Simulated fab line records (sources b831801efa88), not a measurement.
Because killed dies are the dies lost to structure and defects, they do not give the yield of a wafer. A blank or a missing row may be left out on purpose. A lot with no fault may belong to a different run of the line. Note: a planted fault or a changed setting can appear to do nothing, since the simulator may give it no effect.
fab line records ; flow gf180mcu
record: lots: 15; wafers: 45; lastDay: 34
route steps=602 shown V1@353 M2@377 V2@407 M3@411
lots untouched by any fault: they come from a run of this same line in which no faults occurred
startH: hours from the record's first day to the start of the lot's first wafer shown ; waitH: hours from the lot's prior step to this one ; " as in the row above ; L1.1+2: several wafers, shown together as one row ; - no value, or no start was given ; * or withheld: withheld ; < > ~ a bound
route shown NAME@n: NAME is a module with steps in the file, n the number in the route of the first one ; usual: the fault-free wafers' mean and standard deviation ; same: alike in all rows ; chamber/n: place in a boat ; sites: per-site readings ; _std_site: their standard deviation ; _edge_site: inner sites' mean taken away from outer sites' mean ; radiusMm: how far each site lies from the wafer's centre ; mask NAME#n: copy n ; behind: the tool/chamber that last shaped the wafer ; hold: what put the lot on hold/how long, in hours/how the hold closed ; device: the transistor (n, p or np) that didn't switch ; end of line: tests run on the same wafers once the route is complete ; a step without rows: its recipe alone ; killed: the dies lost at the first sort to structure and to defects; this is not the yield of the wafer ; map: dies across one wafer; x = killed, . = not, _ = none there
set.NAME: the setting the step ran with; set.NAME@STEP: the setting that earlier step ran with ; model.NAME: the simulator's own value behind a step, which no gauge read
a sample of lots followed through the steps of the route, with each step as a table and each wafer as a row
services: when a tool's chamber went out of use (startH, in hours from the record's first day, below 0 if earlier), for how many hours, and the reason
== steps ==
step: GF_V1_STRIP_18
recipe: chemistry: O2/N2; powerW: 1400; pressureMtorr: 1500; platenTempC: 250; o2FlowSccm: 3000; n2FlowSccm: 300; overashFraction: 0.5
usual: drypumpMotorCurrentA: 5.8/0.57; heaterPowerW: 332/19; oesProductAu: 0.593/0.0051
lot.wafer;tool;chamber;startH;waitH;drypumpMotorCurrentA;heaterPowerW;oesProductAu;rfHoursCounterH
L943.1;plasmaAsher-03;1;403.90;-;5.2;321;0.594;76
L943.2;plasmaAsher-03;0;403.90;-;6.6;353;0.588;76
L943.4;plasmaAsher-03;0;403.90;-;6.6;347;0.592;-
L944.2;plasmaAsher-03;1;415.30;-;5.2;323;0.599;77
L944.3;plasmaAsher-03;1;415.30;-;5.2;330;0.596;-
L944.4;plasmaAsher-03;0;415.30;-;6.6;348;0.585;-
L945.1;plasmaAsher-04;1;427.10;-;6.3;336;0.606;75
L945.2;plasmaAsher-04;0;427.10;-;5.3;357;0.590;75
L945.4;plasmaAsher-04;1;427.10;-;6.3;337;0.590;-
L947.1;plasmaAsher-04;1;446.50;-;6.4;337;0.591;77
L947.2;plasmaAsher-04;0;446.50;-;5.3;356;0.587;77
L947.3;plasmaAsher-04;0;446.50;-;5.3;356;0.592;-
L950.2;plasmaAsher-02;0;477.00;-;5.7;315;0.586;37
L950.5;plasmaAsher-02;0;477.00;-;5.7;313;0.593;-
L950.6;plasmaAsher-02;1;477.00;-;5.6;304;0.594;-
L951.2;plasmaAsher-02;1;483.70;-;5.5;306;0.585;38
L951.4;plasmaAsher-02;1;483.70;-;5.6;310;0.590;-
L951.5;plasmaAsher-02;1;483.70;-;5.6;303;0.593;-
L956.1;plasmaAsher-02;0;528.83;-;5.7;319;0.598;44
L956.2;plasmaAsher-02;1;528.83;-;5.6;310;0.598;44
L956.4;plasmaAsher-02;1;528.83;-;5.6;306;0.598;-
L957.1;plasmaAsher-03;0;535.05;-;6.7;358;0.598;12
L957.3;plasmaAsher-03;1;535.05;-;5.2;324;0.592;-
L957.5;plasmaAsher-03;0;535.05;-;6.6;350;0.591;-
L958.2;plasmaAsher-03;1;549.75;-;5.2;321;0.590;13
L958.3;plasmaAsher-03;0;549.75;-;6.7;352;0.592;-
L958.5;plasmaAsher-03;1;549.75;-;5.2;321;0.600;-
L960.2;plasmaAsher-02;0;567.70;-;5.7;316;0.588;48
L960.5;plasmaAsher-02;1;567.70;-;5.6;299;0.596;-
L960.6;plasmaAsher-02;0;567.70;-;5.7;314;0.596;-
L962.2;plasmaAsher-04;0;576.74;-;5.3;360;0.596;87
L962.3;plasmaAsher-04;0;576.74;-;5.3;365;0.593;-
L962.5;plasmaAsher-04;0;576.74;-;5.3;358;0.597;-
L963.2;plasmaAsher-04;1;584.65;-;6.4;346;0.587;87
L963.3;plasmaAsher-04;0;584.65;-;5.3;362;0.590;-
L963.6;plasmaAsher-04;1;584.65;-;6.4;339;0.599;-
L964.4;plasmaAsher-03;0;592.33;-;6.6;348;0.604;-
L964.5;plasmaAsher-03;0;592.33;-;6.7;347;0.596;-
L964.6;plasmaAsher-03;1;592.33;-;5.2;308;0.602;-
L965.2;plasmaAsher-03;1;601.10;-;5.2;322;0.585;19
L965.3;plasmaAsher-03;1;601.10;-;5.2;315;0.593;-
L965.6;plasmaAsher-03;1;601.10;-;5.2;322;0.591;-
L966.1;plasmaAsher-03;1;608.18;-;5.2;319;0.589;19
L966.2;plasmaAsher-03;0;608.18;-;6.7;352;0.600;19
L966.5;plasmaAsher-03;0;608.18;-;6.7;358;0.592;-
step: GF_M2_OVL_MEAS_15
usual: M2_OVL: 0/5.7
lot.wafer;tool;chamber;startH;waitH;M2_OVL[nm]
L943.1;overlay-02;-;429.39;0.1;3
L943.2;overlay-02;-;429.39;0.1;-6
L943.4;overlay-02;-;429.39;0.1;8
L944.2;overlay-02;-;441.34;0.1;6
L944.3;overlay-02;-;441.34;0.1;-12
L944.4;overlay-02;-;441.34;0.1;-7
L945.1;overlay-02;-;453.58;0.1;-1
L945.2;overlay-02;-;453.58;0.1;-3
L945.4;overlay-02;-;453.58;0.1;0
L947.1;overlay-02;-;472.52;0.1;-1
L947.2;overlay-02;-;472.52;0.1;15
L947.3;overlay-02;-;472.52;0.1;0
L950.2;overlay-02;-;502.54;0.1;-3
L950.5;overlay-02;-;502.54;0.1;-4
L950.6;overlay-02;-;502.54;0.1;4
L951.2;overlay-02;-;508.79;0.1;-11
L951.4;overlay-02;-;508.79;0.1;-10
L951.5;overlay-02;-;508.79;0.1;-6
L956.1;overlay-02;-;552.98;0.1;7
L956.2;overlay-02;-;552.98;0.1;-3
L956.4;overlay-02;-;552.98;0.1;4
L957.1;overlay-01;-;558.87;0.1;1
L957.3;overlay-01;-;558.87;0.1;-2
L957.5;overlay-01;-;558.87;0.1;2
L958.2;overlay-02;-;573.72;0.1;-5
L958.3;overlay-02;-;573.72;0.1;-8
L958.5;overlay-02;-;573.72;0.1;-9
L960.2;overlay-01;-;590.42;0.1;-17
L960.5;overlay-01;-;590.42;0.1;-7
L960.6;overlay-01;-;590.42;0.1;-18
L962.2;overlay-02;-;599.18;0.1;4
L962.3;overlay-02;-;599.18;0.1;0
L962.5;overlay-02;-;599.18;0.1;-3
L963.2;overlay-01;-;607.58;0.1;8
L963.3;overlay-01;-;607.58;0.1;-4
L963.6;overlay-01;-;607.58;0.1;5
L964.4;overlay-02;-;615.15;0.1;-5
L964.5;overlay-02;-;615.15;0.1;-1
L964.6;overlay-02;-;615.15;0.1;0
L965.2;overlay-02;-;623.03;0.1;1
L965.3;overlay-02;-;623.03;0.1;-1
L965.6;overlay-02;-;623.03;0.1;2
L966.1;overlay-02;-;630.12;0.1;8
L966.2;overlay-02;-;630.12;0.1;0
L966.5;overlay-02;-;630.12;0.1;-2
step: GF_V2_THK_MEAS_25
recipe: thkMeasGauge: xrf; reads: W_of_V2_CVD_23
usual: V2_W_THK: 353/4.6
lot.wafer;tool;chamber;startH;waitH;V2_W_THK[nm]
L943.1;filmMetro-02;-;456.15;0.1;356
L943.2;filmMetro-02;-;456.15;0.1;358
L943.4;filmMetro-02;-;456.15;0.1;355
L944.2;filmMetro-01;-;468.34;0.1;349
L944.3;filmMetro-01;-;468.34;0.1;351
L944.4;filmMetro-01;-;468.34;0.1;348
L945.1;filmMetro-04;-;480.41;0.1;355
L945.2;filmMetro-04;-;480.41;0.1;356
L945.4;filmMetro-04;-;480.41;0.1;355
L947.1;filmMetro-01;-;499.21;0.1;345
L947.2;filmMetro-01;-;499.21;0.1;344
L947.3;filmMetro-01;-;499.21;0.1;348
L950.2;filmMetro-04;-;528.42;0.1;346
L950.5;filmMetro-04;-;528.42;0.1;344
L950.6;filmMetro-04;-;528.42;0.1;347
L951.2;filmMetro-01;-;534.55;0.1;348
L951.4;filmMetro-01;-;534.55;0.1;349
L951.5;filmMetro-01;-;534.55;0.1;345
L956.1;filmMetro-04;-;577.17;0.1;353
L956.2;filmMetro-04;-;577.17;0.1;354
L956.4;filmMetro-04;-;577.17;0.1;352
L957.1;filmMetro-04;-;582.67;0.1;355
L957.3;filmMetro-04;-;582.67;0.1;360
L957.5;filmMetro-04;-;582.67;0.1;355
L958.2;filmMetro-01;-;598.05;0.1;348
L958.3;filmMetro-01;-;598.05;0.1;349
L958.5;filmMetro-01;-;598.05;0.1;347
L960.2;filmMetro-01;-;614.20;0.1;359
L960.5;filmMetro-01;-;614.20;0.1;361
L960.6;filmMetro-01;-;614.20;0.1;354
L962.2;filmMetro-02;-;622.36;0.1;348
L962.3;filmMetro-02;-;622.36;0.1;351
L962.5;filmMetro-02;-;622.36;0.1;351
L963.2;filmMetro-04;-;629.91;0.1;357
L963.3;filmMetro-04;-;629.91;0.1;353
L963.6;filmMetro-04;-;629.91;0.1;359
L964.4;filmMetro-01;-;637.87;0.1;353
L964.5;filmMetro-01;-;637.87;0.1;356
L964.6;filmMetro-01;-;637.87;0.1;354
L965.2;filmMetro-02;-;646.18;0.1;355
L965.3;filmMetro-02;-;646.18;0.1;357
L965.6;filmMetro-02;-;646.18;0.1;358
L966.1;filmMetro-02;-;653.16;0.1;357
L966.2;filmMetro-02;-;653.16;0.1;355
L966.5;filmMetro-02;-;653.16;0.1;352
step: GF_M3_SPUTTER_02
recipe: material: AlCu; targetThkNm: 450; powerW: 10600; timeS: 23.9; chamberPressurePa: 0.4
usual: cathodeDcPowerW: 10600/1.8; chamberPressurePa: 0.4001/0.00083; throttleValvePct: 29.7/1.2
lot.wafer;tool;chamber;startH;waitH;cathodeDcPowerW;chamberPressurePa;throttleValvePct
L943.1;pvdSputter-04;-;456.64;0.0;10602;0.4005;28.2
L943.2;pvdSputter-04;-;456.64;0.0;10600;0.4003;29.2
L943.4;pvdSputter-04;-;456.64;0.0;10600;0.4000;30.7
L944.2;pvdSputter-02;-;468.82;0.0;10602;0.3987;30.1
L944.3;pvdSputter-02;-;468.82;0.0;10600;0.4007;28.0
L944.4;pvdSputter-02;-;468.82;0.0;10598;0.3994;29.4
L945.1;pvdSputter-03;-;481.09;0.0;10599;0.4000;30.3
L945.2;pvdSputter-03;-;481.09;0.0;10603;0.4005;28.5
L945.4;pvdSputter-03;-;481.09;0.0;10603;0.4005;30.0
L947.1;pvdSputter-02;-;499.70;0.0;10601;0.3991;27.9
L947.2;pvdSputter-02;-;499.70;0.0;10595;0.4011;30.1
L947.3;pvdSputter-02;-;499.70;0.0;10600;0.4008;30.1
L950.2;pvdSputter-04;-;528.90;0.0;10599;0.3998;29.2
L950.5;pvdSputter-04;-;528.90;0.0;10600;0.4013;29.3
L950.6;pvdSputter-04;-;528.90;0.0;10600;0.3999;29.2
L951.2;pvdSputter-04;-;535.03;0.0;10601;0.3983;27.8
L951.4;pvdSputter-04;-;535.03;0.0;10600;0.4007;30.7
L951.5;pvdSputter-04;-;535.03;0.0;10602;0.4014;31.0
L956.1;pvdSputter-04;-;577.66;0.0;-;-;-
L956.2;pvdSputter-04;-;577.66;0.0;-;-;-
L956.4;pvdSputter-04;-;577.66;0.0;-;-;-
L957.1;pvdSputter-03;-;583.16;0.0;-;-;-
L957.3;pvdSputter-03;-;583.16;0.0;-;-;-
L957.5;pvdSputter-03;-;583.16;0.0;-;-;-
L958.2;pvdSputter-03;-;598.53;0.0;-;-;-
L958.3;pvdSputter-03;-;598.53;0.0;-;-;-
L958.5;pvdSputter-03;-;598.53;0.0;-;-;-
L960.2;pvdSputter-04;-;614.68;0.0;10598;0.4015;29.0
L960.5;pvdSputter-04;-;614.68;0.0;10596;0.4001;29.2
L960.6;pvdSputter-04;-;614.68;0.0;10601;0.4010;29.4
L962.2;pvdSputter-02;-;622.86;0.0;10600;0.3976;30.3
L962.3;pvdSputter-02;-;622.86;0.0;10599;0.4005;31.6
L962.5;pvdSputter-02;-;622.86;0.0;10600;0.3987;31.3
L963.2;pvdSputter-04;-;630.39;0.0;10600;0.4004;30.6
L963.3;pvdSputter-04;-;630.39;0.0;10598;0.4002;29.2
L963.6;pvdSputter-04;-;630.39;0.0;10601;0.3995;29.2
L964.4;pvdSputter-02;-;638.35;0.0;10601;0.4008;29.9
L964.5;pvdSputter-02;-;638.35;0.0;10600;0.4006;30.2
L964.6;pvdSputter-02;-;638.35;0.0;10601;0.4000;31.5
L965.2;pvdSputter-03;-;646.66;0.0;10599;0.3999;28.5
L965.3;pvdSputter-03;-;646.66;0.0;10599;0.4000;31.6
L965.6;pvdSputter-03;-;646.66;0.0;10601;0.4005;31.9
L966.1;pvdSputter-04;-;654.33;0.0;10599;0.3983;30.8
L966.2;pvdSputter-04;-;654.33;0.0;10598;0.4003;27.9
L966.5;pvdSputter-04;-;654.33;0.0;10601;0.4009;28.0
step: GF_M3_RS_MEAS_05
recipe: thkMeasGauge: four-point-probe; reads: TiN_of_M3_SPUTTER_04+Ti_of_M3_SPUTTER_03+AlCu_of_M3_SPUTTER_02+TiN_of_M3_SPUTTER_01+Ti_of_M3_SPUTTER_00
usual: M3_ALCU_RS: 0.0692/0.00071
lot.wafer;tool;chamber;startH;waitH;M3_ALCU_RS[ohm/sq]
L943.1;filmMetro-04;-;456.73;0.0;0.0681
L943.2;filmMetro-04;-;456.73;0.0;0.0687
L943.4;filmMetro-04;-;456.73;0.0;0.0681
L944.2;filmMetro-03;-;468.93;0.0;0.0693
L944.3;filmMetro-03;-;468.93;0.0;0.0698
L944.4;filmMetro-03;-;468.93;0.0;0.0693
L945.1;filmMetro-03;-;481.18;0.0;0.0698
L945.2;filmMetro-03;-;481.18;0.0;0.0689
L945.4;filmMetro-03;-;481.18;0.0;0.0699
L947.1;filmMetro-03;-;499.79;0.0;0.0684
L947.2;filmMetro-03;-;499.79;0.0;0.0682
L947.3;filmMetro-03;-;499.79;0.0;0.0684
L950.2;filmMetro-03;-;529.01;0.0;0.0689
L950.5;filmMetro-03;-;529.01;0.0;0.0693
L950.6;filmMetro-03;-;529.01;0.0;0.0687
L951.2;filmMetro-02;-;535.14;0.0;0.0685
L951.4;filmMetro-02;-;535.14;0.0;0.0684
L951.5;filmMetro-02;-;535.14;0.0;0.0682
L956.1;filmMetro-04;-;577.75;0.0;7.1634
L956.2;filmMetro-04;-;577.75;0.0;7.1848
L956.4;filmMetro-04;-;577.75;0.0;7.1360
L957.1;filmMetro-04;-;583.25;0.0;7.0791
L957.3;filmMetro-04;-;583.25;0.0;7.0900
L957.5;filmMetro-04;-;583.25;0.0;7.0426
L958.2;filmMetro-03;-;598.64;0.0;7.1556
L958.3;filmMetro-03;-;598.64;0.0;7.1750
L958.5;filmMetro-03;-;598.64;0.0;7.1661
L960.2;filmMetro-02;-;614.79;0.0;0.0699
L960.5;filmMetro-02;-;614.79;0.0;0.0691
L960.6;filmMetro-02;-;614.79;0.0;0.0699
L962.2;filmMetro-03;-;622.97;0.0;0.0691
L962.3;filmMetro-03;-;622.97;0.0;0.0694
L962.5;filmMetro-03;-;622.97;0.0;0.0699
L963.2;filmMetro-03;-;630.50;0.0;0.0697
L963.3;filmMetro-03;-;630.50;0.0;0.0701
L963.6;filmMetro-03;-;630.50;0.0;0.0702
L964.4;filmMetro-02;-;638.48;0.1;0.0689
L964.5;filmMetro-02;-;638.48;0.1;0.0688
L964.6;filmMetro-02;-;638.48;0.1;0.0691
L965.2;filmMetro-02;-;646.77;0.0;0.0696
L965.3;filmMetro-02;-;646.77;0.0;0.0699
L965.6;filmMetro-02;-;646.77;0.0;0.0701
L966.1;filmMetro-03;-;654.42;0.0;0.0711
L966.2;filmMetro-03;-;654.42;0.0;0.0705
L966.5;filmMetro-03;-;654.42;0.0;0.0707
step: GF_M3_THK_MEAS_06
recipe: thkMeasGauge: xrf; reads: AlCu_of_M3_SPUTTER_02
usual: M3_ALCU_THK: 454/4.9
lot.wafer;tool;chamber;startH;waitH;M3_ALCU_THK[nm]
L943.1;filmMetro-04;-;456.85;0.1;462
L943.2;filmMetro-04;-;456.85;0.1;459
L943.4;filmMetro-04;-;456.85;0.1;461
L944.2;filmMetro-03;-;469.04;0.1;451
L944.3;filmMetro-03;-;469.04;0.1;450
L944.4;filmMetro-03;-;469.04;0.1;454
L945.1;filmMetro-03;-;481.30;0.1;447
L945.2;filmMetro-03;-;481.30;0.1;453
L945.4;filmMetro-03;-;481.30;0.1;446
L947.1;filmMetro-03;-;499.91;0.1;456
L947.2;filmMetro-03;-;499.91;0.1;460
L947.3;filmMetro-03;-;499.91;0.1;457
L950.2;filmMetro-03;-;529.12;0.1;459
L950.5;filmMetro-03;-;529.12;0.1;458
L950.6;filmMetro-03;-;529.12;0.1;461
L951.2;filmMetro-02;-;535.25;0.1;458
L951.4;filmMetro-02;-;535.25;0.1;459
L951.5;filmMetro-02;-;535.25;0.1;462
L956.1;filmMetro-04;-;577.87;0.1;<0
L956.2;filmMetro-04;-;577.87;0.1;<0
L956.4;filmMetro-04;-;577.87;0.1;<0
L957.1;filmMetro-04;-;583.37;0.1;<0
L957.3;filmMetro-04;-;583.37;0.1;<0
L957.5;filmMetro-04;-;583.37;0.1;<0
L958.2;filmMetro-03;-;598.75;0.1;<0
L958.3;filmMetro-03;-;598.75;0.1;<0
L958.5;filmMetro-03;-;598.75;0.1;<0
L960.2;filmMetro-02;-;614.90;0.1;455
L960.5;filmMetro-02;-;614.90;0.1;457
L960.6;filmMetro-02;-;614.90;0.1;452
L962.2;filmMetro-03;-;623.08;0.1;453
L962.3;filmMetro-03;-;623.08;0.1;451
L962.5;filmMetro-03;-;623.08;0.1;446
L963.2;filmMetro-03;-;630.61;0.1;454
L963.3;filmMetro-03;-;630.61;0.1;451
L963.6;filmMetro-03;-;630.61;0.1;451
L964.4;filmMetro-02;-;638.57;0.1;458
L964.5;filmMetro-02;-;638.57;0.1;456
L964.6;filmMetro-02;-;638.57;0.1;455
L965.2;filmMetro-02;-;646.88;0.1;453
L965.3;filmMetro-02;-;646.88;0.1;452
L965.6;filmMetro-02;-;646.88;0.1;450
L966.1;filmMetro-03;-;654.54;0.1;444
L966.2;filmMetro-03;-;654.54;0.1;448
L966.5;filmMetro-03;-;654.54;0.1;446
step: GF_M3_METAL_ETCH_16
recipe: chemistry: Cl2/BCl3; maskMaterial: KrF; targetDepthNm: 627.5; stopOn: SiO2; pressureMtorr: 8; icpW: 800; biasW: 140; Cl2_flow_sccm: 80; bcl3FlowSccm: 40; timeS: 104.6
usual: drypumpMotorCurrentA: 5.8/0.42; oesProductAu: 0.974/0.0062; throttleValvePct: 28.248/0.0094
lot.wafer;tool;chamber;startH;waitH;drypumpMotorCurrentA;oesProductAu;rfHoursCounterH;throttleValvePct
L943.1;rieMetal-03;1;481.67;0.0;6.2;0.975;10;28.239
L943.2;rieMetal-03;0;481.67;0.0;6.0;0.980;10;28.237
L943.4;rieMetal-03;1;481.67;0.0;6.2;0.970;-;28.251
L944.2;rieMetal-03;0;493.37;0.0;6.0;0.980;10;28.238
L944.3;rieMetal-03;0;493.37;0.0;6.0;0.971;-;28.255
L944.4;rieMetal-03;1;493.37;0.0;6.1;0.971;-;28.254
L945.1;rieMetal-04;0;504.97;0.0;6.4;0.972;9;28.257
L945.2;rieMetal-04;1;504.97;0.0;5.1;0.973;1;28.236
L945.4;rieMetal-04;1;504.97;0.0;5.1;0.964;-;28.255
L947.1;rieMetal-03;1;523.42;0.0;6.2;0.975;11;28.250
L947.2;rieMetal-03;0;523.42;0.0;6.0;0.984;11;28.252
L947.3;rieMetal-03;0;523.42;0.0;6.0;0.975;-;28.245
L950.2;rieMetal-04;0;551.92;0.0;6.4;0.970;10;28.254
L950.5;rieMetal-04;0;551.92;0.0;6.3;0.977;-;28.251
L950.6;rieMetal-04;1;551.92;0.0;5.1;0.981;-;28.235
L951.2;rieMetal-01;0;557.32;0.0;5.3;0.973;13;28.240
L951.4;rieMetal-01;0;557.32;0.0;5.3;0.984;-;28.245
L951.5;rieMetal-01;0;557.32;0.0;5.3;0.978;-;28.239
L956.1;rieMetal-01;1;598.82;0.0;5.6;0.994;3;28.233
L956.2;rieMetal-01;0;598.82;0.0;5.2;1.000;0;28.224
L956.4;rieMetal-01;1;598.82;0.0;5.6;0.994;-;28.221
L957.1;rieMetal-01;1;603.96;0.0;5.6;0.997;4;28.218
L957.3;rieMetal-01;1;603.96;0.0;5.6;0.990;-;28.235
L957.5;rieMetal-01;0;603.96;0.0;5.2;0.992;-;28.213
L958.2;rieMetal-04;0;619.66;0.0;6.4;0.993;12;28.241
L958.3;rieMetal-04;0;619.66;0.0;6.4;0.989;-;28.218
L958.5;rieMetal-04;1;619.66;0.0;5.1;0.999;-;28.227
L960.2;rieMetal-03;0;635.01;0.0;6.0;0.973;1;28.266
L960.5;rieMetal-03;0;635.01;0.0;6.0;0.973;-;28.222
L960.6;rieMetal-03;1;635.01;0.0;6.2;0.957;-;28.263
L962.2;rieMetal-01;0;642.72;0.0;5.3;0.972;2;28.266
L962.3;rieMetal-01;0;642.72;0.0;5.3;0.983;-;28.253
L962.5;rieMetal-01;0;642.72;0.0;5.2;0.968;-;28.255
L963.2;rieMetal-03;0;650.51;0.0;6.0;0.969;2;28.259
L963.3;rieMetal-03;0;650.51;0.0;6.0;0.978;-;28.250
L963.6;rieMetal-03;1;650.51;0.0;6.2;0.962;-;28.246
L964.4;rieMetal-04;0;658.85;0.0;6.4;0.975;-;28.251
L964.5;rieMetal-04;0;658.85;0.0;6.4;0.985;-;28.256
L964.6;rieMetal-04;1;658.85;0.0;5.1;0.972;-;28.249
L965.2;rieMetal-03;1;666.61;0.0;6.2;0.975;3;28.256
L965.3;rieMetal-03;0;666.61;0.0;6.0;0.969;-;28.242
L965.6;rieMetal-03;0;666.61;0.0;6.0;0.972;-;28.235
L966.1;rieMetal-04;0;673.37;0.0;6.3;0.970;14;28.248
L966.2;rieMetal-04;0;673.37;0.0;6.4;0.973;-;28.253
L966.5;rieMetal-04;0;673.37;0.0;6.4;0.970;-;28.257
== services ==
tool;chamber;startH;hours;kind
pvdSputter-02;-;383.61;40.9;repair
pvdSputter-02;-;391.13;2.0;repair
pvdSputter-04;-;404.37;0.5;repair
pvdSputter-02;-;405.90;9.4;repair
rieMetal-01;-;410.76;0.2;repair
plasmaAsher-03;-;412.43;2.8;pm
pvdSputter-03;-;412.98;2.9;repair
plasmaAsher-03;-;421.25;9.0;pm
pvdSputter-03;-;433.11;4.0;repair
rieMetal-03;-;452.59;0.8;repair
pvdSputter-03;-;456.77;11.1;repair
rieMetal-04;-;499.10;1.2;repair
plasmaAsher-04;-;505.04;38.0;pm
rieMetal-03;0;505.89;15.6;repair
rieMetal-01;1;519.92;3.6;repair
pvdSputter-03;-;529.51;9.7;repair
rieMetal-03;-;544.31;2.8;pm
plasmaAsher-02;-;552.81;2.6;repair
rieMetal-01;0;572.81;3.8;repair
rieMetal-03;-;589.85;2.3;repair
plasmaAsher-03;-;653.94;0.3;repair
rieMetal-04;1;662.39;16.7;repair
rieMetal-03;-;663.95;1.7;repair
rieMetal-04;-;665.39;1.1;repair
== key ==
firstSign: step: GF_M3_SPUTTER_02; reading: toolRecord; direction: missing
effect: step: GF_M3_RS_MEAS_05; reading: M3_ALCU_RS; direction: up; sigmas: 99+; usual: 0.0692; struck: 7.1325
effect: step: GF_M3_THK_MEAS_06; reading: M3_ALCU_THK; direction: down; sigmas: 92; usual: 454; struck: <0
effect: step: GF_M3_METAL_ETCH_16; reading: oesProductAu; direction: up; sigmas: 3.3; usual: 0.974; struck: 0.994
metAt GF_M3_SPUTTER_02
struckLots L956,L957,L958
laterRowsLeftOut L956.1,L956.2,L956.4,L957.1,L957.3,L957.5,L958.2,L958.3,L958.5
sortLeftOut L956.1,L956.2,L956.4,L957.1,L957.3,L957.5,L958.2,L958.3,L958.5
notActingAt GF_V1_STRIP_18,GF_M2_OVL_MEAS_15,GF_V2_THK_MEAS_25
onsetBetween 535.03 577.66
fault: kind: skippedStepWhole; tool: pvdSputter-03,pvdSputter-04; chamber: -; onsetH: 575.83; steps: GF_M3_SPUTTER_02; scope: struckLotsOnly
sortLeftOut: the simulated sort isn't trusted on such a fault, so these wafers' sort isn't shown, and their yield isn't known
laterRowsLeftOut: the simulator's readings of these wafers behind a module that went badly wrong aren't trusted and aren't shown, but for the sort
